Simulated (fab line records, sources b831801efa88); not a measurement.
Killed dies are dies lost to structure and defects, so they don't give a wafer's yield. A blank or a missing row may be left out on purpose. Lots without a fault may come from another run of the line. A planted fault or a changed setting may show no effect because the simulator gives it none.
Which tool did it? | flow sky130 | 14 lots, 42 wafers sampled, at 2 steps of a route of 708

WHAT THE GAUGES READ, wafer by wafer
SKY_METAL3_OVL_MEAS_14. Usual: METAL3_OVL 2 nm, standard deviation 5.5.
lot  | measured     | on         | METAL3_OVL (nm) | flag
L276 | day 38 00:29 | overlay-01 | -3 12 6         |
L277 | day 38 22:55 | overlay-02 | 8 2 -4          |
L279 | day 39 22:26 | overlay-01 | -1 3 5          |
L280 | day 39 18:05 | overlay-01 | 3 -7 3          |
L281 | day 40 16:32 | overlay-01 | 5 5 11          |
L282 | day 41 07:42 | overlay-01 | 1 7 2           |
L292 | day 43 10:55 | overlay-02 | -8 -2 -1        |
L293 | day 43 12:46 | overlay-02 | -4 -6 -2        |
L294 | day 43 15:06 | overlay-01 | 2 5 4           |
L295 | day 44 03:16 | overlay-01 | 1 3 0           |
L296 | day 44 12:54 | overlay-01 | 7 5 5           |
L297 | day 44 13:17 | overlay-02 | 12 10 13        |
L298 | day 44 17:00 | overlay-02 | 1 2 8           |
L299 | day 45 05:40 | overlay-02 | 12 13 7         |

WHICH TOOL RAN EACH LOT (tool, then ch and the chambers of the sampled wafers, then the start)
lot  | SKY_SONOS_ONO_CVD_04
L276 | lpcvd-03 ch 1, day 11 02:44
L277 | lpcvd-03 ch 0, day 11 21:39
L279 | lpcvd-03 ch 1, day 12 22:11
L280 | lpcvd-03 ch 0, day 12 22:11
L281 | lpcvd-03 ch 1, day 13 13:14
L282 | lpcvd-03 ch 1, day 14 03:40
L292 | lpcvd-03 ch 1, day 16 17:20
L293 | lpcvd-03 ch 1, day 17 03:59
L294 | lpcvd-03 ch 1, day 17 08:56
L295 | lpcvd-03 ch 1, day 17 16:29
L296 | lpcvd-03 ch 1, day 18 07:08
L297 | lpcvd-03 ch 1, day 18 13:03
L298 | lpcvd-03 ch 0, day 18 22:13
L299 | lpcvd-03 ch 1, day 19 13:43
- SKY_SONOS_ONO_CVD_04: deposits SiO2 from SiH4/N2O, target thk 5.7199 nm.

WHAT THE TOOLS THEMSELVES READ (means of the sampled wafers that have a number; where no wafer has one, the mark that the record gives instead)
SKY_SONOS_ONO_CVD_04. Usual: pressure_mtorr 400.3 mTorr, standard deviation 0.8; spike_tc_bottom_C 913 C, standard deviation 3.4.
lot  | tool     | pressure_mtorr (mTorr) | spike_tc_bottom_C (C) | flag
L276 | lpcvd-03 | 400.4                  | 910                   |
L277 | lpcvd-03 | 400.7                  | 917                   |
L279 | lpcvd-03 | 401.2                  | 910                   |
L280 | lpcvd-03 | 400.4                  | 917                   |
L281 | lpcvd-03 | 400.3                  | 911                   |
L282 | lpcvd-03 | 400.8                  | 911                   |
L292 | lpcvd-03 | 402.0                  | 911                   |
L293 | lpcvd-03 | 399.9                  | 910                   |
L294 | lpcvd-03 | 399.5                  | 910                   |
L295 | lpcvd-03 | 400.4                  | 910                   |
L296 | lpcvd-03 | 400.2                  | 911                   |
L297 | lpcvd-03 | 400.9                  | 911                   |
L298 | lpcvd-03 | 398.9                  | 918                   |
L299 | lpcvd-03 | 400.3                  | 910                   |

THE ANSWER, worked out from the rows above alone
Rule: a lot is off if the mean of its wafers that have a number lies more than 3 standard deviations from the usual mean. A lot without any number at a reading at which 4 lots or more have one is off too. The other lots that the step has rows for count as sound. The gauges are gone through in route order, then the tools' own readings, and for those a lot's mean is taken as printed above. The first step at which some lot is off is used, and at that step the reading that is off furthest; a lot without a number counts as furthest.
No lot is off at any reading shown: from this, nothing can be told.

WHAT THE SIMULATOR HAD PUT IN
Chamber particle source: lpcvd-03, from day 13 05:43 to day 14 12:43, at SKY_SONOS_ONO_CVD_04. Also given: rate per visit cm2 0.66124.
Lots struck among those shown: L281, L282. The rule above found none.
